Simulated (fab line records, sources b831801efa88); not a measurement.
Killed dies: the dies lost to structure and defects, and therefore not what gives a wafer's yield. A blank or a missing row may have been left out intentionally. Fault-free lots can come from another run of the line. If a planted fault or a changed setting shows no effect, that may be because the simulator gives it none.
The same fault as seen by 2 desks ; flow sky130 ; what lay behind the numbers comes last; until then each desk has only its own

FROM THE METROLOGY DESK
Lot by lot, what the gauges showed, no matter which tool ran the lot: averages of those sampled wafers that carry a number. If a lot's mean is further than 4 standard deviations from the usual mean, the lot is out of limits and carries the mark OUT (the distance appears in the brackets).
Columns: A = SONOS_ONO_OXIDATION_THK at SKY_SONOS_ONO_THK_MEAS_01, usual 2.59 nm; B = SONOS_ONO_OVL at SKY_SONOS_ONO_OVL_MEAS_14, usual -0.1 nm
lot;first seen here;A;B
L527;day 11 15:30;2.59;0.7
L528;day 11 19:11;2.66;0.5
L529;day 12 01:56;2.66;1.2
L532;day 13 02:43;2.59;0.1
L533;day 13 11:29;2.91 (+6.1) OUT;-1.8
L534;day 13 18:10;2.63;1.9
L535;day 14 01:50;2.90 (+5.9) OUT;0.3
L543;day 16 19:34;2.50;0.1
L544;day 17 16:58;2.61;-1.5
L546;day 17 21:53;2.55;-0.1
L547;day 18 02:45;2.56;0.5
Finding of this desk: L533, L535 out of limits, first seen on L533 at day 13 11:29 (SONOS_ONO_OXIDATION_THK at SKY_SONOS_ONO_THK_MEAS_01). L527, L528, L529, L532, L534, L543, L544, L546, L547 stayed within limits.

FOR THE TOOL OWNER'S DESK: furnace-02
The tool's own readings at SKY_SONOS_ONO_OXIDATION_00 (stabilise 600 s, purge 300 s, target thk 2.6 nm): means of the sampled wafers that have a number, for each lot that ran on this tool. If a lot's mean is further than 4 standard deviations from the usual mean, the lot is out of limits and carries the mark OUT (the distance appears in the brackets).
Columns: A = spike tc centre C at SKY_SONOS_ONO_OXIDATION_00, usual 801.3 C; B = spike tc top C at SKY_SONOS_ONO_OXIDATION_00, usual 810.9 C; C = spike tc upper C at SKY_SONOS_ONO_OXIDATION_00, usual 799.3 C; D = tube_center_temp_C_max at SKY_SONOS_ONO_OXIDATION_00, usual 802.1; E = zone power centre pct at SKY_SONOS_ONO_OXIDATION_00, usual 14.9 %; F = zone power top pct at SKY_SONOS_ONO_OXIDATION_00, usual 25.5 %; G = zone power upper pct at SKY_SONOS_ONO_OXIDATION_00, usual 12.7 %
lot;first seen here;A;B;C;D;E;F;G
L528;day 11 17:50;801.3;811.2;799.1;802.2;13.7;26.0;13.2
L529;day 12 00:34;800.2;812.2;799.0;802.1;13.8;26.2;13.2
L532;day 13 01:22;802.8;810.9;798.0;801.8;13.6;26.1;13.2
L533;day 13 10:08;797.8;805.8 (-4.2) OUT;833.2 (+21) OUT;802.5;8.9;19.8 (-7.7) OUT;23.5 (+19) OUT
L534;day 13 16:49;797.2 (-4.4) OUT;805.6 (-4.4) OUT;833.5 (+21) OUT;802.0;9.0;20.0 (-7.5) OUT;23.6 (+20) OUT
L535;day 14 00:28;795.7 (-5.9) OUT;805.1 (-4.9) OUT;832.4 (+21) OUT;802.1;8.9;20.1 (-7.3) OUT;23.5 (+19) OUT
L544;day 17 15:36;801.8;811.6;797.5;802.1;13.5;26.1;13.2
L546;day 17 20:32;800.7;811.1;798.4;802.0;13.5;26.2;13.2
This desk finds L533, L534, L535 out of limits, L533 being first, at day 13 10:08 (spike tc top C at SKY_SONOS_ONO_OXIDATION_00). L528, L529, L532, L544, L546 stayed within limits.

TAKEN TOGETHER
An alarm could have come from the tool owner's desk at day 13 10:08, on L533, L534, L535.
Metrology desk: alarm possible at day 13 11:29 on L533, L535.
The metrology desk has L534 on record, within its limits.
On furnace-02, each named lot ran SKY_SONOS_ONO_OXIDATION_00.

WHAT THE SIMULATOR PUT IN
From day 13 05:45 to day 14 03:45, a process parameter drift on furnace-02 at SKY_SONOS_ONO_OXIDATION_00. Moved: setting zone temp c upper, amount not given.
Struck lots among those shown: L533, L534, L535.
Delay (hours) between the fault's onset and each desk's first out-of-limits reading: 4 at the tool owner's desk, 6 at the metrology desk.
